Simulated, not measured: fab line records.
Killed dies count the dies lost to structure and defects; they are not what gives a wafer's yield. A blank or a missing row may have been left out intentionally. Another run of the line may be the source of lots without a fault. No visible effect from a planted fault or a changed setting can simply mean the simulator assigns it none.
Matching of chambers | flow sfq-line | SFQ_TRILAYER_I2_DEP_PECVD_063 on pecvd-02: 3 sister chambers
The step deposits SiO2 from SiH4/N2O, time 111.11 s, target thk 500 nm. 6 wafers are shown with their chamber, then 7 later ones without.

== WAFERS WITH THEIR CHAMBER ==
wafer  | chamber | heater-power-w (W) | throttle-valve-pct (%)
L745.6 | 0       | 102                | 25.4
L747.5 | 0       | 106                | 25.5
L754.3 | 1       | 64                 | 25.8
L754.4 | 1       | 68                 | 25.8
L759.3 | 2       | 78                 | 24.3
L759.4 | 2       | 63                 | 24.2

== WAFERS WITHOUT THEIR CHAMBER ==
wafer  | heater-power-w (W) | throttle-valve-pct (%)
L759.5 | 92                 | 25.7
L761.2 | 75                 | 24.2
L761.3 | 109                | 25.8
L761.4 | 62                 | 26.0
L764.1 | 64                 | 26.3
L764.2 | 106                | 25.5
L764.3 | 75                 | 24.3

== THE CHAMBER EACH PASSED THROUGH ==
wafer  | from the rows above     | in truth
L759.5 | can't be placed: 1 or 0 | 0
L761.2 | 2                       | 2
L761.3 | can't be placed: 0 or 1 | 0
L761.4 | 1                       | 1
L764.1 | 1                       | 1
L764.2 | 0                       | 0
L764.3 | 2                       | 2
Correctly placed: 5 of 7. Unplaceable from these rows: 2, with the true chamber sitting among the candidates in 2. 0 placed wrongly.
How it was worked out, from the rows above alone: a wafer's distance from a chamber is the root of the sum, over the readings, of the square of ((its reading less the chamber's mean) divided by the reading's scatter). The wafer belongs to the nearest chamber; if the next one is less than 2 further off, it can't be placed. Each chamber's mean is taken over the wafers shown for it. The scatter: take each reading less its chamber's mean, square it, sum over the shown wafers, divide by the number of wafers less the number of chambers, and take the root.
